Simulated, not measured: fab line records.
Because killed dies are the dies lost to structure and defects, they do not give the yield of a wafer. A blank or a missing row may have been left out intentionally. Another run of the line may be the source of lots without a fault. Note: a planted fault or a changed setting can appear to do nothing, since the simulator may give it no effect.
Which tool was responsible?    flow sky130    15 lots with 45 wafers sampled at 2 steps, on a route of 708 steps

WHAT THE GAUGES SHOWED, per wafer
Not one reading of a measure or inspect step in the record can be checked against a usual standard deviation.

EACH LOT AND THE TOOL THAT RAN IT (in order: tool; ch and the chambers of the sampled wafers; start)
lot   SKY_METAL4_ETCH_17                  SKY_PAD_OPEN_PROBE_99
L809  rie_diel-01 ch 0,2, day 41 09:40    -
L810  rie_diel-01 ch 0,1,3, day 41 21:11  prober-02, day 45 19:46
L813  rie_diel-04 ch 0,1,3, day 42 23:55  prober-01, day 46 19:32
L814  rie_diel-03 ch 0,2,3, day 43 06:35  -
L815  rie_diel-03 ch 1,3, day 43 17:22    prober-01, day 47 11:35
L818  rie_diel-04 ch 1,2, day 44 07:26    -
L820  rie_diel-01 ch 1,2, day 44 20:08    -
L823  rie_diel-01 ch 0,2, day 45 19:09    prober-01, day 49 07:07
L824  rie_diel-01 ch 1,2,3, day 45 20:32  prober-02, day 49 08:34
L825  rie_diel-01 ch 1,2,3, day 46 01:31  prober-01, day 49 11:48
L826  rie_diel-03 ch 0,1,2, day 46 11:17  prober-02, day 49 20:49
L828  rie_diel-03 ch 0,2, day 46 19:07    prober-02, day 50 02:46
L830  rie_diel-03 ch 0,1,2, day 47 12:43  -
L831  rie_diel-03 ch 0,1,2, day 47 14:32  -
L832  rie_diel-03 ch 0,3, day 47 18:59    -
- SKY_METAL4_ETCH_17: etches SiO2 in C4F8/O2/Ar, stops on TiN, time 3.9 s, target depth 15 nm.
- SKY_PAD_OPEN_PROBE_99

WHAT THE TOOLS THEMSELVES READ (means of the sampled wafers that have a number; where no wafer has one, the mark that the record gives instead)
SKY_METAL4_ETCH_17. Usual: bias_w 1199 W, standard deviation 3.6; chamber_pressure_mTorr 40.00 mTorr, standard deviation 0.035; oes_product_au 0.753 a.u., standard deviation 0.0076.
lot   tool         bias_w (W)  chamber_pressure_mTorr (mTorr)  oes_product_au (a.u.)  flag
L809  rie_diel-01  1203        39.99                           0.759                  
L810  rie_diel-01  1199        40.00                           0.744                  
L813  rie_diel-04  1202        40.01                           0.758                  
L814  rie_diel-03  1197        39.98                           0.746                  
L815  rie_diel-03  1200        39.98                           0.753                  
L818  rie_diel-04  1200        39.99                           0.742                  
L820  rie_diel-01  1200        40.00                           0.751                  
L823  rie_diel-01  1201        39.96                           0.757                  
L824  rie_diel-01  -           -                               -                      OFF
L825  rie_diel-01  -           -                               -                      OFF
L826  rie_diel-03  -           -                               -                      OFF
L828  rie_diel-03  1198        40.03                           0.760                  
L830  rie_diel-03  1200        39.96                           0.758                  
L831  rie_diel-03  1201        40.01                           0.763                  
L832  rie_diel-03  1204        40.01                           0.752                  

SKY_PAD_OPEN_PROBE_99. Usual: defect_limited_yield 82.5 %, standard deviation 1.7; killed_at_M0_to_M3 43, standard deviation 6.7; killed_at_M4_up 3.2, standard deviation 1.8; killed_at_contacts 24, standard deviation 4.8; killed_at_front_end 16, standard deviation 4.2; killed_at_other 0.3, standard deviation 0.56; killed_dies 86, standard deviation 8.5; killed_on_rim 17, standard deviation 3.9; killed_open 47, standard deviation 6.7; killed_short 39, standard deviation 6; sort_bin_3_pad_short 0.9 %, standard deviation 0.45; sort_bin_5_function 10.3 %, standard deviation 1.6; sort_bin_6_memory 6.3 %, standard deviation 1; sort_n_pass 406, standard deviation 8.5; sort_yield_pct 82.5 %, standard deviation 1.7.
lot   tool       defect_limited_yield (%)  killed_at_M0_to_M3  killed_at_M4_up  killed_at_contacts  killed_at_front_end  killed_at_other  killed_dies  killed_on_rim  killed_open  killed_short  sort_bin_3_pad_short (%)  sort_bin_5_function (%)  sort_bin_6_memory (%)  sort_n_pass  sort_yield_pct (%)  flag
L810  prober-02  82.7                      40                  3.0              23                  18                   0.3              85           18             42           43            0.9                       9.8                      6.5                    407          82.7                
L813  prober-01  82.8                      45                  2.7              18                  18                   0.7              84           16             46           39            0.7                       10.3                     6.2                    408          82.8                
L815  prober-01  81.2                      51                  3.7              22                  15                   1.0              92           16             45           47            1.1                       11.8                     5.9                    400          81.2                
L823  prober-01  84.0                      39                  4.0              18                  17                   1.0              79           14             37           41            0.8                       9.1                      6.1                    413          84.0                
L824  prober-02  0.0                       47                  408.0            24                  12                   0.0              492          96             46           40            1.0                       92.7                     6.3                    0            0.0                 OFF
L825  prober-01  0.0                       43                  410.7            23                  15                   0.0              492          96             46           37            0.7                       92.8                     6.6                    0            0.0                 OFF
L826  prober-02  0.0                       33                  416.0            25                  17                   1.0              492          96             42           37            0.5                       93.4                     6.2                    0            0.0                 OFF
L828  prober-02  80.2                      46                  3.0              28                  21                   0.0              98           22             49           48            1.0                       12.1                     6.8                    394          80.2                

THE ANSWER, worked out from the rows above alone
Rule: lot off if the mean of its wafers having a number is beyond 3 standard deviations from the usual mean. A lot without any number at a reading at which 4 lots or more have one is off too. The other lots that the step has rows for count as sound. The gauges are gone through in route order, then the tools' own readings, and for those a lot's mean is taken as printed above. The first step at which some lot is off is used, and at that step the reading that is off furthest; a lot without a number counts as furthest.
Off at SKY_METAL4_ETCH_17 (bias_w): L824, L825, L826. Without a number there: L824, L825, L826.
If a tool, at that step or one of the process steps before it, ran each lot that is off and ran no sound lot following the first of them, it fits. No candidate that was tried fits.

WHAT WAS PUT IN BY THE SIMULATOR
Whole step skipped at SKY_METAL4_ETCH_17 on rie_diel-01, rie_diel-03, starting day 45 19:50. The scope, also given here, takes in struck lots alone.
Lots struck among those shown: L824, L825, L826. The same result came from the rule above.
